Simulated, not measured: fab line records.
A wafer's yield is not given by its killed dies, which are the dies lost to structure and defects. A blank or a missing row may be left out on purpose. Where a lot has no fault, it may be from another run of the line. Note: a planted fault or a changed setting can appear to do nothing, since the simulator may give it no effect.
What tool caused it? -- flow sky130 -- 13 lots, 39 wafers sampled, at 5 steps of a route of 708

== WHAT THE GAUGES SHOWED, per wafer ==
The record holds no reading of a measuring or inspecting step that can be judged against a usual standard deviation.

== TOOL THAT RAN EACH LOT (tool first, then ch and the chambers of the sampled wafers, then the start) ==
lot,SKY_CONTACT_CVD_00,SKY_CONTACT_DEVELOP_13,SKY_CONTACT_ETCH_17,SKY_CONTACT_STRIP_19,SKY_PAD_OPEN_PROBE_99
L127,"pecvd-03 ch 0,1, day 30 05:53","lithoTrack-02 ch 0, day 31 09:00","rieDiel-04 ch 0,2,3, day 31 10:19","plasmaAsher-03 ch 0,1, day 31 10:24",-
L129,"pecvd-01 ch 0,2, day 31 14:23","lithoTrack-04 ch 0, day 32 18:00","rieDiel-04 ch 0,1,3, day 32 18:22","plasmaAsher-04 ch 0, day 32 18:28",-
L130,"pecvd-04 ch 0,1, day 31 19:50","lithoTrack-02 ch 0, day 32 23:00","rieDiel-01 ch 2,3, day 32 23:58","plasmaAsher-03 ch 0,1, day 33 00:03",-
L132,"pecvd-01 ch 0,2, day 32 09:05","lithoTrack-02 ch 0, day 33 12:00","rieDiel-01 ch 0,1,2, day 33 12:43","plasmaAsher-03 ch 0,1, day 33 12:48","prober-02, day 47 06:14"
L136,"pecvd-04 ch 1,2, day 33 20:10","lithoTrack-02 ch 0, day 34 22:00","rieDiel-04 ch 1,2,3, day 34 22:43","plasmaAsher-02 ch 0,1, day 34 22:50","prober-02, day 48 08:08"
L142,"pecvd-04 ch 0,1,2, day 35 22:19","lithoTrack-04 ch 0, day 37 00:00","rieDiel-02 ch 1,2,3, day 37 01:01","plasmaAsher-03 ch 0,1, day 37 01:08",-
L144,"pecvd-01 ch 0,1, day 36 02:03","lithoTrack-03 ch 0, day 37 03:00","rieDiel-01 ch 0,3, day 37 04:08","plasmaAsher-04 ch 0,1, day 37 04:15",-
L143,"pecvd-01 ch 1,2, day 36 06:59","lithoTrack-02 ch 0, day 37 09:00","rieDiel-01 ch 1,2,3, day 37 09:40","plasmaAsher-02 ch 0,1, day 37 09:45",-
L145,"pecvd-04 ch 1,2, day 36 09:36","lithoTrack-02 ch 0, day 37 11:00","rieDiel-04 ch 0,2,3, day 37 11:37","plasmaAsher-02 ch 0,1, day 37 11:42",-
L146,"pecvd-01 ch 1,2, day 36 20:35","lithoTrack-04 ch 0, day 37 22:00","rieDiel-04 ch 0,2,3, day 37 23:10","plasmaAsher-03 ch 0,1, day 37 23:16",-
L147,"pecvd-03 ch 0,2, day 36 22:52","lithoTrack-02 ch 0, day 38 00:00","rieDiel-02 ch 1,2, day 38 00:58","plasmaAsher-03 ch 0,1, day 38 01:03",-
L149,"pecvd-01 ch 0,1,2, day 37 02:32","lithoTrack-03 ch 0, day 38 04:00","rieDiel-01 ch 0,1,2, day 38 04:41","plasmaAsher-02 ch 0,1, day 38 04:48",-
L150,"pecvd-01 ch 0,2, day 37 20:04","lithoTrack-02 ch 0, day 38 21:00","rieDiel-04 ch 1,2,3, day 38 22:04","plasmaAsher-03 ch 0,1, day 38 22:09",-
- SKY_CONTACT_CVD_00: deposits Si3N4, target thk 75 nm.
- SKY_CONTACT_DEVELOP_13: develop time 60 s.
- SKY_CONTACT_ETCH_17: etches SiO2 in C4F8/O2/Ar, stops on Si3N4, target depth 340 nm.
- SKY_CONTACT_STRIP_19: strips in O2/N2.
- SKY_PAD_OPEN_PROBE_99

== WHAT THE TOOLS THEMSELVES READ (means of the sampled wafers that have a number; where no wafer has one, the mark that the record gives instead) ==
SKY_CONTACT_CVD_00. Usual: heaterPowerOuterW 417 W, standard deviation 61; heaterPowerW 713 W, standard deviation 110.
lot,tool,heaterPowerOuterW (W),heaterPowerW (W),flag
L127,pecvd-03,461,771,
L129,pecvd-01,459,814,
L130,pecvd-04,424,699,
L132,pecvd-01,403,768,
L136,pecvd-04,456,717,
L142,pecvd-04,440,723,
L144,pecvd-01,398,668,
L143,pecvd-01,396,662,
L145,pecvd-04,408,667,
L146,pecvd-01,406,665,
L147,pecvd-03,407,728,
L149,pecvd-01,412,713,
L150,pecvd-01,390,751,

SKY_CONTACT_DEVELOP_13. Usual: developerTempC at 21.00 C, with a standard deviation of 0.11.
lot,tool,developerTempC (C),flag
L127,lithoTrack-02,21.02,
L129,lithoTrack-04,21.02,
L130,lithoTrack-02,20.94,
L132,lithoTrack-02,21.83,OFF
L136,lithoTrack-02,21.50,OFF
L142,lithoTrack-04,21.16,
L144,lithoTrack-03,20.98,
L143,lithoTrack-02,20.94,
L145,lithoTrack-02,20.99,
L146,lithoTrack-04,21.00,
L147,lithoTrack-02,21.05,
L149,lithoTrack-03,20.96,
L150,lithoTrack-02,20.95,

SKY_CONTACT_ETCH_17. Usual: oesProductAu at 0.892 a.u., with a standard deviation of 0.0053.
lot,tool,oesProductAu (a.u.),flag
L127,rieDiel-04,0.896,
L129,rieDiel-04,0.893,
L130,rieDiel-01,0.889,
L132,rieDiel-01,0.890,
L136,rieDiel-04,0.887,
L142,rieDiel-02,0.891,
L144,rieDiel-01,0.889,
L143,rieDiel-01,0.892,
L145,rieDiel-04,0.891,
L146,rieDiel-04,0.891,
L147,rieDiel-02,0.895,
L149,rieDiel-01,0.894,
L150,rieDiel-04,0.894,

SKY_CONTACT_STRIP_19. Usual: drypumpMotorCurrentA 5.57 A, standard deviation 0.26; oesProductAu 0.381 a.u., standard deviation 0.0046; stripTimeToEndpointS 3.60 s, standard deviation 0.039.
lot,tool,drypumpMotorCurrentA (A),oesProductAu (a.u.),stripTimeToEndpointS (s),flag
L127,plasmaAsher-03,5.43,0.377,3.59,
L129,plasmaAsher-04,5.65,0.381,3.60,
L130,plasmaAsher-03,5.43,0.381,3.60,
L132,plasmaAsher-03,5.44,0.384,3.59,
L136,plasmaAsher-02,5.43,0.386,3.59,
L142,plasmaAsher-03,5.59,0.382,3.64,
L144,plasmaAsher-04,5.84,0.380,3.57,
L143,plasmaAsher-02,5.58,0.382,3.58,
L145,plasmaAsher-02,5.60,0.385,3.62,
L146,plasmaAsher-03,5.61,0.377,3.57,
L147,plasmaAsher-03,5.44,0.385,3.64,
L149,plasmaAsher-02,5.60,0.383,3.59,
L150,plasmaAsher-03,5.43,0.377,3.62,

SKY_PAD_OPEN_PROBE_99. Usual: killed_at_M0_to_M3 42, standard deviation 7.5; killed_at_M4_up 3.2, standard deviation 1.7; killedAtContacts 24, standard deviation 5.1; killedAtFrontEnd 15, standard deviation 4.1; killedAtOther 0.3, standard deviation 0.58; killedDies 85, standard deviation 8.9; killedOpen 46, standard deviation 6.4; killedShort 39, standard deviation 6.
lot,tool,killed_at_M0_to_M3,killed_at_M4_up,killedAtContacts,killedAtFrontEnd,killedAtOther,killedDies,killedOpen,killedShort,flag
L132,prober-02,36,3.7,21,19,0.0,80,41,39,
L136,prober-02,39,5.3,31,16,0.7,92,53,39,

== THE ANSWER, worked out from the rows above alone ==
Rule: take the mean of a lot's wafers that have a number; if it is more than 3 standard deviations from the usual mean, the lot is off. A lot without any number at a reading at which 4 lots or more have one is off too. Any other lot the step has rows for is counted as sound. First the gauges in route order, then the tools' own readings, where a lot's mean is used as printed above. The first step at which some lot is off is used, and at that step the reading that is off furthest; a lot without a number counts as furthest.
Off: L132, L136, at SKY_CONTACT_DEVELOP_13 (developerTempC).
If a tool, at that step or one of the process steps before it, ran each lot that is off and ran no sound lot following the first of them, it fits. Not one of the candidates tried fits.

== WHAT WAS PUT IN BY THE SIMULATOR ==
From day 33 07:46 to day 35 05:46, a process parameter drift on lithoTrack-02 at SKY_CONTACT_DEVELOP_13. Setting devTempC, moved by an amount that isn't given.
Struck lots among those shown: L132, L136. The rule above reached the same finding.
